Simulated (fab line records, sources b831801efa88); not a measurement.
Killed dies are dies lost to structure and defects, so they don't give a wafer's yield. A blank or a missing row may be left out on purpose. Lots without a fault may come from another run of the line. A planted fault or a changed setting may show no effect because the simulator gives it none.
A sampling plan put to the test | flow sky130 | one fab line, 13 faults that these records tell of, each judged on the records of the lots that it struck
The plan is the line's own looks: the steps of the route at which a gauge or an inspection reads the wafer and doesn't change it. A look can be judged if struck wafers have a number there and the file gives its usual mean and standard deviation on fault-free wafers. Caught: at a look after the fault's first step, the mean of the struck wafers lies 4 or more of those standard deviations (sigma) from the usual mean. On the tool: the same test on the tool's own readings at the fault's steps. Another recipe on the struck wafers, or a record that is blank for them alone, also counts as caught.

THE FAULTS, as the simulator had put them in
1. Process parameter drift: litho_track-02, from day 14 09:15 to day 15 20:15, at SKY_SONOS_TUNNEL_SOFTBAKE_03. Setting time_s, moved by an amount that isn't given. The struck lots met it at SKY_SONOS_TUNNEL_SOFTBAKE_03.
2. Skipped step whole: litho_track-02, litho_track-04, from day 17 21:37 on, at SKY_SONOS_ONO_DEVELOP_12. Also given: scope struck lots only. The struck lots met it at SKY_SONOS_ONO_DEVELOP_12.
3. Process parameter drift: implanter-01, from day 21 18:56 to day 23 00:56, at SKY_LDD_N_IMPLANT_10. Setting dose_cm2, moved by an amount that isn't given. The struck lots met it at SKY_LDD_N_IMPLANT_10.
4. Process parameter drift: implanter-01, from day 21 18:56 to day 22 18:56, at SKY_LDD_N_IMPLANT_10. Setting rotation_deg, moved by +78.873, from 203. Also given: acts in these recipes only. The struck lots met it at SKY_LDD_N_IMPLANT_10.
5. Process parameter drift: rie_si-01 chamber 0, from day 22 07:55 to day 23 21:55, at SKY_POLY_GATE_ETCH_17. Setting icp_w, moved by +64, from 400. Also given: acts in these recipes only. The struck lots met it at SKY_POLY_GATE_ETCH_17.
6. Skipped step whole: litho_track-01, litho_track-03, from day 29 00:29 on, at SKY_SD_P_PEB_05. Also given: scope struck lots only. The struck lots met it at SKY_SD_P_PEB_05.
7. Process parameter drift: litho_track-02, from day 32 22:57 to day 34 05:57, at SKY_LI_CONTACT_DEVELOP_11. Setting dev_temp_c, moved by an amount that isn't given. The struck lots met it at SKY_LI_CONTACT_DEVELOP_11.
8. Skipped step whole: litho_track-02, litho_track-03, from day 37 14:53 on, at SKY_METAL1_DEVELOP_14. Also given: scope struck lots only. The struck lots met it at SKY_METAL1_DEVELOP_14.
9. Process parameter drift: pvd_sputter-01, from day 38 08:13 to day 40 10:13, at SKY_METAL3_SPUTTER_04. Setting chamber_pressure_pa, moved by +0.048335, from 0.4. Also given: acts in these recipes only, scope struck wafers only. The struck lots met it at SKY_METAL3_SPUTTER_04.
10. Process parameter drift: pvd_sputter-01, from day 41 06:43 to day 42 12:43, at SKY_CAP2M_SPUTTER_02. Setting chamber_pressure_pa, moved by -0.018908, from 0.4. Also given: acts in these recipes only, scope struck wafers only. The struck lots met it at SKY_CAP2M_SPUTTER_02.
11. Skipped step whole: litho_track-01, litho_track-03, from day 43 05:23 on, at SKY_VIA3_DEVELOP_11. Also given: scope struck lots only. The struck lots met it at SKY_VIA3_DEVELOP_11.
12. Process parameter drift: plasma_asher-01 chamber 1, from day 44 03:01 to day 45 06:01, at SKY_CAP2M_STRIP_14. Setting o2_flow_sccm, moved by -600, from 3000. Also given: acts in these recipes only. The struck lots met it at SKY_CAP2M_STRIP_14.
13. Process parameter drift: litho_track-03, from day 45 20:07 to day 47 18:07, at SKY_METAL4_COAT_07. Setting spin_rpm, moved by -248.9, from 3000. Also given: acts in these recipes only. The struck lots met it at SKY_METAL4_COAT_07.

WHAT THE PLAN SAW
fault | on the tool itself                               | first look that catches it                   | reading, sigma | median hours from its first step to that look | hours from the fault's start to the first struck lot there | judged looks passed uncaught
1     | run_length_s +99 or beyond sigma                 | no look after it can be judged               | -              | -                                             | -                                                          | 0
2     | the tool's record is blank for the struck wafers | no look after it can be judged               | -              | -                                             | -                                                          | 0
3     | dose_ions_cm2 +96 sigma                          | no look after it can be judged               | -              | -                                             | -                                                          | 0
4     | rotation_deg +99 or beyond sigma                 | no look after it can be judged               | -              | -                                             | -                                                          | 0
5     | rf_fwd_power_W +39 sigma                         | no look after it can be judged               | -              | -                                             | -                                                          | 0
6     | no reading that can be judged                    | no look after it can be judged               | -              | -                                             | -                                                          | 0
7     | developer_temp_C +20 sigma                       | not the one look that can be judged after it | -              | -                                             | -                                                          | 1
8     | the tool's record is blank for the struck wafers | no look after it can be judged               | -              | -                                             | -                                                          | 0
9     | chamber_pressure_pa +57 sigma                    | not the one look that can be judged after it | -              | -                                             | -                                                          | 1
10    | chamber_pressure_pa -23 sigma                    | not the one look that can be judged after it | -              | -                                             | -                                                          | 1
11    | the tool's record is blank for the struck wafers | no look after it can be judged               | -              | -                                             | -                                                          | 0
12    | o2_flow_sccm -65 sigma                           | no look after it can be judged               | -              | -                                             | -                                                          | 0
13    | spin_speed_rpm -99 or beyond sigma               | no look after it can be judged               | -              | -                                             | -                                                          | 0
A dash: the fault isn't caught, or these records don't give the number.

Caught at a look: 0 of 13. Caught on the tool: 12 of 13. By one or the other: 12 of 13.
Caught on the tool alone: faults 1, 2, 3, 4, 5, 7, 8, 9, 10, 11, 12, 13.
Caught by neither: fault 6.
